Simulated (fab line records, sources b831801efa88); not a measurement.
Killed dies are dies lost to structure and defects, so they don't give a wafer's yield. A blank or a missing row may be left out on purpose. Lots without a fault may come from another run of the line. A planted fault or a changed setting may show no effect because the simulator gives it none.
Tool commonality check | flow gf180mcu | 12 lots, 36 wafers sampled

WHY IT WAS OPENED
At GF_DUAL_GATE_THK_MEAS_03 the reading DUAL_GATE_OXIDATION_00_THK is flagged on 2 of 12 lots. Wafers without a fault read 10.79 nm, standard deviation 0.24.
Rule: a lot is flagged when every wafer of it that has a number lies more than 4 standard deviations from that mean, or none has a number. The other lots count as sound.

lot  | measured     | on            | DUAL_GATE_OXIDATION_00_THK (nm), wafer by wafer | flag
L971 | day 7 14:22  | film_metro-03 | 10.38 10.55 10.65                               |
L973 | day 8 06:28  | film_metro-03 | 7.59 7.59 7.73                                  | FLAGGED
L974 | day 8 10:57  | film_metro-02 | 7.83 7.69 7.53                                  | FLAGGED
L982 | day 11 06:22 | film_metro-03 | 10.74 10.64 10.63                               |
L983 | day 11 20:06 | film_metro-04 | 10.76 10.71 10.67                               |
L984 | day 11 21:19 | film_metro-03 | 10.78 11.06 11.06                               |
L986 | day 12 08:59 | film_metro-03 | 10.70 10.68 10.54                               |
L985 | day 12 10:26 | film_metro-02 | 10.92 10.82 11.00                               |
L988 | day 13 03:40 | film_metro-04 | 10.82 10.85 10.89                               |
L989 | day 13 11:56 | film_metro-03 | 11.12 11.07 11.10                               |
L991 | day 13 20:46 | film_metro-02 | 11.01 11.03 11.14                               |
L993 | day 14 12:13 | film_metro-03 | 10.78 10.73 10.66                               |
The numbers of the flagged lots are 7.66 nm on average: -3.13 nm against the usual, or -13 standard deviations.

WHICH TOOL RAN EACH LOT
The record holds 1 process step before the reading, out of a route of 602 steps. In each cell: the tool, then ch and the chambers that the sampled wafers went through, then the start.
lot  | flag    | GF_DUAL_GATE_OXIDATION_02
L971 |         | furnace-02 ch 0, day 7 12:55
L973 | FLAGGED | furnace-02 ch 0, day 8 05:01
L974 | FLAGGED | furnace-02 ch 0, day 8 09:29
L982 |         | furnace-02 ch 0, day 11 04:54
L983 |         | furnace-01 ch 0, day 11 18:39
L984 |         | furnace-02 ch 0, day 11 19:51
L986 |         | furnace-02 ch 0, day 12 07:32
L985 |         | furnace-02 ch 0, day 12 08:59
L988 |         | furnace-01 ch 0, day 13 02:09
L989 |         | furnace-01 ch 0, day 13 10:28
L991 |         | furnace-01 ch 0, day 13 19:17
L993 |         | furnace-02 ch 0, day 14 10:46
What these steps do:
- GF_DUAL_GATE_OXIDATION_02: stabilise 600 s, purge 300 s, target thk 10.887 nm.
- GF_DUAL_GATE_THK_MEAS_03

FLAGGED OVER TOTAL, TOOL BY TOOL (the gauges that took the reading come last)
step                      | tool          | lots run | flagged | share of the flagged lots | sound lots run after its first flagged lot
GF_DUAL_GATE_OXIDATION_02 | furnace-01    | 4        | 0       | none                      | -
GF_DUAL_GATE_OXIDATION_02 | furnace-02    | 8        | 2       | all                       | 5 (L982,L984,L986,L985,L993)
GF_DUAL_GATE_THK_MEAS_03  | film_metro-02 | 3        | 1       | some                      | 2 (L985,L991)
GF_DUAL_GATE_THK_MEAS_03  | film_metro-03 | 7        | 1       | some                      | 5 (L982,L984,L986,L989,L993)
GF_DUAL_GATE_THK_MEAS_03  | film_metro-04 | 2        | 0       | none                      | -

WHAT THE TABLE ALLOWS
1 row of the table ran every flagged lot: furnace-02 at GF_DUAL_GATE_OXIDATION_02.
- furnace-02 at GF_DUAL_GATE_OXIDATION_02: 2 of its 8 lots flagged. Sound lots ran on it after the first flagged one (L982, L984, L986, L985, L993), which a lasting fault on the whole tool wouldn't allow. Its own readings lie more than 4 standard deviations out on every wafer of the flagged lots: spike_tc_bottom_C, spike_tc_centre_C, spike_tc_lower_C, spike_tc_top_C, spike_tc_upper_C, tube_center_temp_C, tube_center_temp_C_max.
No row of the table ran every flagged lot and no sound lot after the first.

WHAT THE SIMULATOR HAD PUT IN
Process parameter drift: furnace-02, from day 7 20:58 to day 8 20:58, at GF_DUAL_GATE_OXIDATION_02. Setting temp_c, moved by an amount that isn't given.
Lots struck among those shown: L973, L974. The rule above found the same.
